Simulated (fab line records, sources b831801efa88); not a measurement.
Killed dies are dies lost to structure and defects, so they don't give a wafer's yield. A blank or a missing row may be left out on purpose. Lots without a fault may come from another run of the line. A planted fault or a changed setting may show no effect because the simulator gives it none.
Which tool did it? | flow gf180mcu | 7 lots, 21 wafers sampled, at 2 steps of a route of 602

WHAT THE GAUGES READ, wafer by wafer
GF_SALICIDE_THK_MEAS_05: measures by xrf.
lot  | measured     | on            | SALICIDE_TIN_THK (nm)
L810 | day 15 23:26 | film_metro-04 | 19.63 19.99 20.03
L814 | day 17 06:05 | film_metro-04 | 19.77 19.83 19.71
L820 | day 19 17:08 | film_metro-03 | 21.35 21.37 21.16
L825 | day 21 08:38 | film_metro-03 | 19.72 20.02 19.64
L827 | day 21 22:08 | film_metro-02 | 19.67 20.02 20.03
L829 | day 22 15:44 | film_metro-02 | 19.26 19.48 19.43
L831 | day 23 08:06 | film_metro-03 | 20.01 20.06 19.83

WHICH TOOL RAN EACH LOT (tool, then ch and the chambers of the sampled wafers, then the start)
lot  | GF_SALICIDE_SPUTTER_03
L810 | pvd_sputter-03, day 15 23:18
L814 | pvd_sputter-04, day 17 05:56
L820 | pvd_sputter-04, day 19 16:59
L825 | pvd_sputter-03, day 21 08:29
L827 | pvd_sputter-01, day 21 21:59
L829 | pvd_sputter-03, day 22 15:35
L831 | pvd_sputter-03, day 23 07:57
- GF_SALICIDE_SPUTTER_03: material TiN, target thk 20 nm, time 16.7 s.

THE ANSWER, worked out from the rows above alone
Rule: what is usual is taken from the lots themselves. Put in order of their means at a reading, lots are off if they are a third of the lots or fewer, leave a main group of 4 or more, and stand apart from it by a gap of 3 or more times the standard deviation of the main group's means; of several such gaps the widest counts. A main group whose means are all the same, to the digits that the tables above print for the reading, isn't used. A lot without any number at a reading at which 4 lots or more have one is off too. The other lots that the step has rows for count as sound.
Off: L820, at GF_SALICIDE_THK_MEAS_05 (SALICIDE_TIN_THK). The main group: mean 19.79 nm, standard deviation 0.19.
A tool fits if, at a process step before that reading, it ran every lot that is off, and no sound lot after the first of them. The gauges at GF_SALICIDE_THK_MEAS_05 are tried like those tools. One fits: pvd_sputter-04 at GF_SALICIDE_SPUTTER_03. Its last sound lot is L814 (day 17 05:56), its first lot that is off L820 (day 19 16:59): a fault that began between those two fits.

WHAT THE SIMULATOR HAD PUT IN
Process parameter drift: pvd_sputter-04, from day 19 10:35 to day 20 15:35, at GF_SALICIDE_SPUTTER_03. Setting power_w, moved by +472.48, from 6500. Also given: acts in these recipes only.
Lots struck among those shown: L820. The rule above found the same.
